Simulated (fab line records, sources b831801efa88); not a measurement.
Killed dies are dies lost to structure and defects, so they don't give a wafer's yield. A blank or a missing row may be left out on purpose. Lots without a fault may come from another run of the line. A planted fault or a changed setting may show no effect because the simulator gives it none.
Which tool did it? | flow sky130 | 11 lots, 33 wafers sampled, at 4 steps of a route of 708

WHAT THE GAUGES READ, wafer by wafer
SKY_VT_ADJUST_PCH_OVL_MEAS_07. Usual: VT_ADJUST_PCH_OVL -1.3 nm, standard deviation 1.4.
lot  | measured     | on         | VT_ADJUST_PCH_OVL (nm) | flag
L876 | day 11 01:25 | overlay-02 | -2.3 -2.3 -3.0         |
L877 | day 11 14:50 | overlay-02 | -1.2 -2.0 1.0          |
L880 | day 12 09:53 | overlay-02 | -2.8 -2.4 -1.2         |
L881 | day 12 14:08 | overlay-01 | -1.7 -2.9 -1.1         |
L887 | day 14 11:50 | overlay-02 | 1.6 -0.7 -0.4          |
L888 | day 14 20:33 | overlay-02 | -3.0 -0.7 -1.7         |
L889 | day 15 02:48 | overlay-01 | -2.4 -0.6 1.1          |
L890 | day 15 15:02 | overlay-02 | 1.4 0.1 1.3            |
L893 | day 16 12:55 | overlay-01 | -1.4 -3.4 -0.9         |
L894 | day 16 19:14 | overlay-02 | -1.7 -0.7 -1.1         |
L896 | day 17 06:40 | overlay-01 | 0.0 -2.5 -1.5          |

SKY_RES_PROTECT_TW_MEAS_08. Usual: POLY_GATE_TW 4045, standard deviation 30.
lot  | measured     | on            | POLY_GATE_TW   | flag
L876 | day 15 13:40 | film_metro-03 | 4042 4044 4059 |
L877 | day 16 09:07 | film_metro-03 | 4052 4051 4056 |
L880 | day 18 17:18 | film_metro-02 | 4023 4054 4063 |
L881 | day 18 17:00 | film_metro-04 | 4005 4040 4029 |
L887 | day 19 16:45 | film_metro-02 | 2830 2808 2771 | OFF
L888 | day 20 04:03 | film_metro-02 | 4057 4032 4037 |
L889 | day 20 09:53 | film_metro-03 | 2854 2847 2828 | OFF
L890 | day 20 23:07 | film_metro-04 | 3996 4028 4022 |
L893 | day 21 21:52 | film_metro-02 | 4042 4032 4037 |
L894 | day 22 01:58 | film_metro-02 | 4068 4086 4090 |
L896 | day 24 00:38 | film_metro-02 | 4074 4044 4064 |

WHICH TOOL RAN EACH LOT (tool, then ch and the chambers of the sampled wafers, then the start)
lot  | SKY_POLY_GATE_IMPLANT_02        | SKY_RES_PROTECT_STRIP_07
L876 | implanter-04 ch 0, day 15 13:25 | plasma_asher-04 ch 0,1, day 15 13:34
L877 | implanter-04 ch 0, day 16 08:54 | plasma_asher-04 ch 0,1, day 16 09:02
L880 | implanter-02 ch 0, day 18 17:03 | plasma_asher-01 ch 0,1, day 18 17:12
L881 | implanter-01 ch 0, day 18 16:45 | plasma_asher-03 ch 0,1, day 18 16:54
L887 | implanter-04 ch 0, day 19 16:31 | plasma_asher-04 ch 0,1, day 19 16:38
L888 | implanter-02 ch 0, day 20 03:48 | plasma_asher-01 ch 0,1, day 20 03:57
L889 | implanter-04 ch 0, day 20 09:38 | plasma_asher-03 ch 0,1, day 20 09:47
L890 | implanter-01 ch 0, day 20 22:53 | plasma_asher-04 ch 0,1, day 20 23:00
L893 | implanter-01 ch 0, day 21 21:37 | plasma_asher-04 ch 0,1, day 21 21:46
L894 | implanter-02 ch 0, day 22 01:44 | plasma_asher-04 ch 0, day 22 01:51
L896 | implanter-02 ch 0, day 24 00:23 | plasma_asher-04 ch 0,1, day 24 00:32
- SKY_POLY_GATE_IMPLANT_02
- SKY_RES_PROTECT_STRIP_07: strips in O2/N2.

WHAT THE TOOLS THEMSELVES READ (means of the sampled wafers that have a number; where no wafer has one, the mark that the record gives instead)
SKY_POLY_GATE_IMPLANT_02. Usual: beam_on_s 32.4 s, standard deviation 1.4; dose_ions_cm2 7.699e+15, standard deviation 8.5e+12; end_station_pressure_torr 1.17e-05 Torr, standard deviation 7.1e-07; faraday_current_uA 13101, standard deviation 540.
lot  | tool         | beam_on_s (s) | dose_ions_cm2 | end_station_pressure_torr (Torr) | faraday_current_uA | flag
L876 | implanter-04 | 32.6          | 7.694e+15     | 1.16e-05                         | 12961              |
L877 | implanter-04 | 32.2          | 7.695e+15     | 1.15e-05                         | 13122              |
L880 | implanter-02 | 34.3          | 7.699e+15     | 1.11e-05                         | 12396              |
L881 | implanter-01 | 30.9          | 7.700e+15     | 1.25e-05                         | 13688              |
L887 | implanter-04 | 10.1          | 7.630e+14     | 8.63e-06                         | 4244               | OFF
L888 | implanter-02 | 34.2          | 7.691e+15     | 1.15e-05                         | 12421              |
L889 | implanter-04 | 9.9           | 7.687e+14     | 8.37e-06                         | 4319               | OFF
L890 | implanter-01 | 31.0          | 7.696e+15     | 1.17e-05                         | 13667              |
L893 | implanter-01 | 31.6          | 7.704e+15     | 1.16e-05                         | 13403              |
L894 | implanter-02 | 33.9          | 7.690e+15     | 1.14e-05                         | 12479              |
L896 | implanter-02 | 34.5          | 7.698e+15     | 1.14e-05                         | 12309              |

SKY_RES_PROTECT_STRIP_07. Usual: drypump_motor_current_A 5.7 A, standard deviation 0.41; oes_product_au 0.519 a.u., standard deviation 0.0044; strip_time_to_endpoint_s 23.32 s, standard deviation 0.038.
lot  | tool            | drypump_motor_current_A (A) | oes_product_au (a.u.) | strip_time_to_endpoint_s (s) | flag
L876 | plasma_asher-04 | 6.1                         | 0.517                 | 23.31                        |
L877 | plasma_asher-04 | 6.0                         | 0.518                 | 23.32                        |
L880 | plasma_asher-01 | 5.3                         | 0.519                 | 23.29                        |
L881 | plasma_asher-03 | 5.4                         | 0.511                 | 23.31                        |
L887 | plasma_asher-04 | 6.0                         | 0.671                 | 15.25                        | OFF
L888 | plasma_asher-01 | 5.2                         | 0.516                 | 23.35                        |
L889 | plasma_asher-03 | 5.4                         | 0.674                 | 15.21                        | OFF
L890 | plasma_asher-04 | 6.0                         | 0.518                 | 23.32                        |
L893 | plasma_asher-04 | 6.0                         | 0.517                 | 23.29                        |
L894 | plasma_asher-04 | 5.9                         | 0.517                 | 23.40                        |
L896 | plasma_asher-04 | 6.1                         | 0.521                 | 23.36                        |

THE ANSWER, worked out from the rows above alone
Rule: a lot is off if the mean of its wafers that have a number lies more than 3 standard deviations from the usual mean. A lot without any number at a reading at which 4 lots or more have one is off too. The other lots that the step has rows for count as sound. The gauges are gone through in route order, then the tools' own readings, and for those a lot's mean is taken as printed above. The first step at which some lot is off is used, and at that step the reading that is off furthest; a lot without a number counts as furthest.
Off: L887, L889, at SKY_RES_PROTECT_TW_MEAS_08 (POLY_GATE_TW).
A tool fits if, at a process step before that reading, it ran every lot that is off, and no sound lot after the first of them. The gauges at SKY_RES_PROTECT_TW_MEAS_08 aren't tried: what is off there is off at SKY_POLY_GATE_IMPLANT_02 too, on other tools, and a gauge's error can't cause that. One fits: implanter-04 at SKY_POLY_GATE_IMPLANT_02. Its last sound lot is L877 (day 16 08:54), its first lot that is off L887 (day 19 16:31): a fault that began between those two fits.
The tool's own readings at SKY_POLY_GATE_IMPLANT_02 bear it out: on the lots that are off they differ by more than 5 times the standard deviation of the sound lots' means. beam_on_s reads 10.0 s there against 32.8 s on the sound lots; dose_ions_cm2 reads 7.658e+14 there against 7.696e+15 on the sound lots; end_station_pressure_torr reads 8.50e-06 Torr there against 1.16e-05 Torr on the sound lots; faraday_current_uA reads 4282 there against 12938 on the sound lots.

WHAT THE SIMULATOR HAD PUT IN
Process parameter drift: implanter-04, from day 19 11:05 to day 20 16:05, at SKY_POLY_GATE_IMPLANT_02. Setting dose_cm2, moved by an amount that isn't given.
Lots struck among those shown: L887, L889. The rule above found the same.
